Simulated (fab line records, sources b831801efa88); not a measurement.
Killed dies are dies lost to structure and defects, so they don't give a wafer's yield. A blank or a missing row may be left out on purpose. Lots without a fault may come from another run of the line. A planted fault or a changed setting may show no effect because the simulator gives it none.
Problem report in the 8D (eight disciplines) form, filled by code | flow sfq_line | the parts of the form that need people (team, actions taken, sign-off) are left out

1. THE PROBLEM
JJ_NB_RS at SFQ_JJ_RS_MEAS_929 reads a mean of 0.818 ohm/sq on 1 wafer of 1 lot; wafers without a fault read 1.051 ohm/sq with a standard deviation of 0.0085. That is -27 standard deviations from the usual mean.
The step: measures by four-point-probe.
First seen on wafer L827.4, day 52 12:51, on film_metro-04. The record holds 39 wafers of 13 lots with a number at this step. Rule for "out", or "out of limits": more than 4 standard deviations from the usual mean. The other wafers with a number count as sound.

2. WHAT IT IS AND WHAT IT IS NOT
question                    | is                | is not
which readings at this step | JJ_NB_RS          | -
which lots                  | L827              | L819, L820, L821, L822, L825, L829, L836, L838, L839, L840, L841, L842
which wafers of those lots  | L827.4            | L827.1, L827.6
read on which gauges        | film_metro-04     | film_metro-02, film_metro-03
when                        | from day 52 12:51 | up to then (17 sound wafers); but 21 sound wafers of L829, L836, L838, L839, L840, L841, L842 came after

3. SUSPECTS, AND WHAT RULES EACH OUT
Counting: a tool at a process step up to the reading stays a suspect if it ran every lot that is out. Sound lots after the first of them don't rule it out here, since some wafers of a struck lot are sound.
- the gauge at SFQ_JJ_RS_MEAS_929: kept. All the wafers that are out were read on film_metro-04, and no step on other tools shows them out.
- rie_metal-02 at SFQ_TRILAYER_M3_ETCH_METAL_ETCH_078 (etches Nb in Cl2/Ar, stops on SiO2, target depth 240 nm, time 120 s): kept. It ran the lot that is out, L827 (day 33 11:37); its last sound lot up to then is L822 (day 29 00:58).
- pvd_sputter-04 at SFQ_TRILAYER_JJ_TRILAYER_DEP_SPUTTER_109 (material Nb, target thk 150 nm, time 100 s): kept. It ran the lot that is out, L827 (day 52 11:41); its last sound lot up to then is L825 (day 51 15:17).
- pvd_sputter-04 at SFQ_TRILAYER_JJ_TRILAYER_DEP_SPUTTER_110 (material Al, target thk 8 nm, time 10 s): kept. It ran the lot that is out, L827 (day 52 11:45); its last sound lot up to then is L825 (day 51 15:21).
- pvd_sputter-04 at SFQ_TRILAYER_JJ_TRILAYER_DEP_SPUTTER_112 (material Nb, target thk 170 nm, time 113.3 s): kept. It ran the lot that is out, L827 (day 52 12:46); its last sound lot up to then is L825 (day 51 16:22).
Left after counting: rie_metal-02 at SFQ_TRILAYER_M3_ETCH_METAL_ETCH_078, pvd_sputter-04 at SFQ_TRILAYER_JJ_TRILAYER_DEP_SPUTTER_109, pvd_sputter-04 at SFQ_TRILAYER_JJ_TRILAYER_DEP_SPUTTER_110, pvd_sputter-04 at SFQ_TRILAYER_JJ_TRILAYER_DEP_SPUTTER_112, film_metro-04 at SFQ_JJ_RS_MEAS_929.

4. THE CAUSE (what the simulator had put in)
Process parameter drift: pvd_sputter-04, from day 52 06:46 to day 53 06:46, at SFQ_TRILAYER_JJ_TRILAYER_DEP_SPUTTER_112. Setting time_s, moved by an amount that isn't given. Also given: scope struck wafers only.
Counting left 5 suspects, and this tool is among them.

5. THE CHAIN OF EFFECTS, in route order
Each row: a reading whose mean over the struck wafers that have a number lies more than 3 standard deviations from the usual. Only readings for which the record gives a usual standard deviation are gone through. hours: the time from each lot's start at the first step in this table that gives one to its start at this step, as a median over the lots. sigmas: the change in usual standard deviations.
hours | step               | reading  | usual        | on struck wafers | change | sigmas
0     | SFQ_JJ_RS_MEAS_929 | JJ_NB_RS | 1.051 ohm/sq | 0.818            | -0.233 | -27

6. WHAT WOULD HAVE CAUGHT IT SOONER
In this record the first reading out of limits at a measuring or inspecting step was taken at day 52 12:51, 6 hours after the fault began at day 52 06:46.
Of the tool readings at SFQ_TRILAYER_JJ_TRILAYER_DEP_SPUTTER_112 for which the record gives a usual standard deviation, none was out on any struck wafer, so an alarm limit of 4 standard deviations on them would not have fired.
All the lots that are out (1) had begun SFQ_TRILAYER_JJ_TRILAYER_DEP_SPUTTER_112 on pvd_sputter-04 by day 52 12:51. A hold on the tool at that time would have spared none of them.
